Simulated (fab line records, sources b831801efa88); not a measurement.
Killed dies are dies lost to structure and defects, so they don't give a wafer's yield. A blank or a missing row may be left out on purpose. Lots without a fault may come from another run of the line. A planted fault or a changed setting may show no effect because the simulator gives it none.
Problem report in the 8D (eight disciplines) form, filled by code | flow gf180mcu | the parts of the form that need people (team, actions taken, sign-off) are left out

1. THE PROBLEM
V3_CVD_02_THK at GF_V3_THK_MEAS_03 reads a mean of 584 nm on 6 wafers of 2 lots; wafers without a fault read 851 nm with a standard deviation of 11. That is -24 standard deviations from the usual mean.
First seen on wafer L928.3, day 25 15:16, on film_metro-03. The record holds 33 wafers of 11 lots with a number at this step. Rule for "out", or "out of limits": more than 4 standard deviations from the usual mean. The other wafers with a number count as sound.

2. WHAT IT IS AND WHAT IT IS NOT
question                    | is                     | is not
which readings at this step | V3_CVD_02_THK          | -
which lots                  | L928, L929             | L918, L919, L920, L921, L930, L931, L932, L933, L940
which wafers of those lots  | all that have a number | -
read on which gauges        | film_metro-03          | film_metro-01, film_metro-02
when                        | from day 25 15:16      | up to then (12 sound wafers); but 15 sound wafers of L930, L931, L932, L933, L940 came after

3. SUSPECTS, AND WHAT RULES EACH OUT
Counting: a tool at a process step up to the reading stays a suspect if it ran every lot that is out and no sound lot after the first of them.
- the gauge at GF_V3_THK_MEAS_03: ruled out. All the wafers that are out were read on film_metro-03, but those of them that GF_V3_ETCH_17 has rows for are out there too, on other tools.
- pvd_sputter-03 at GF_V2_SPUTTER_21 (material Ti, target thk 15 nm, time 80.02 s): ruled out as a lasting fault. Sound lots L930 ran on it after its first lot that is out, L928 (day 24 15:23).
- rie_metal-03 at GF_M3_METAL_ETCH_16 (etches the open film in Cl2/BCl3, stops on SiO2, target depth 750.8 nm, time 125.1 s): kept. It ran every lot that is out, first L928 (day 25 14:25), and no sound lot after that.
- pecvd-01 at GF_V3_CVD_02 (deposits SiO2 from TEOS, target thk 850 nm, time 94.851 s): kept. It ran every lot that is out, first L928 (day 25 15:10), and no sound lot after that; its last sound lot up to then is L919 (day 22 06:09).
Left after counting: rie_metal-03 at GF_M3_METAL_ETCH_16, pecvd-01 at GF_V3_CVD_02.

4. THE CAUSE (what the simulator had put in)
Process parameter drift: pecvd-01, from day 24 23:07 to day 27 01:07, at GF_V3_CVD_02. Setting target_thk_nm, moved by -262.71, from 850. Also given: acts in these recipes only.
Counting left 2 suspects, and this tool is among them.

5. THE CHAIN OF EFFECTS, in route order
Each row: a reading whose mean over the struck wafers that have a number lies more than 3 standard deviations from the usual. Only readings for which the record gives a usual standard deviation are gone through. hours: the time from each lot's start at the first step in this table that gives one to its start at this step, as a median over the lots. sigmas: the change in usual standard deviations.
hours | step              | reading        | usual      | on struck wafers | change | sigmas
0     | GF_V3_THK_MEAS_03 | V3_CVD_02_THK  | 851 nm     | 584              | -266   | -24
-     | GF_V3_ETCH_17     | oes_product_au | 0.856 a.u. | 0.820            | -0.036 | -8.0
The process steps in it:
- GF_V3_ETCH_17: etches SiO2 in C4F8/O2/Ar, stops on TiN, target depth 635 nm.

6. WHAT WOULD HAVE CAUGHT IT SOONER
In this record the first reading out of limits at a measuring or inspecting step was taken at day 25 15:16, 16 hours after the fault began at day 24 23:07.
Of the tool readings at GF_V3_CVD_02 for which the record gives a usual standard deviation, none was out on any struck wafer, so an alarm limit of 4 standard deviations on them would not have fired.
Of the lots that are out (2), L929 began GF_V3_CVD_02 on pecvd-01 after day 25 15:16. A hold on the tool at that time would have spared it.
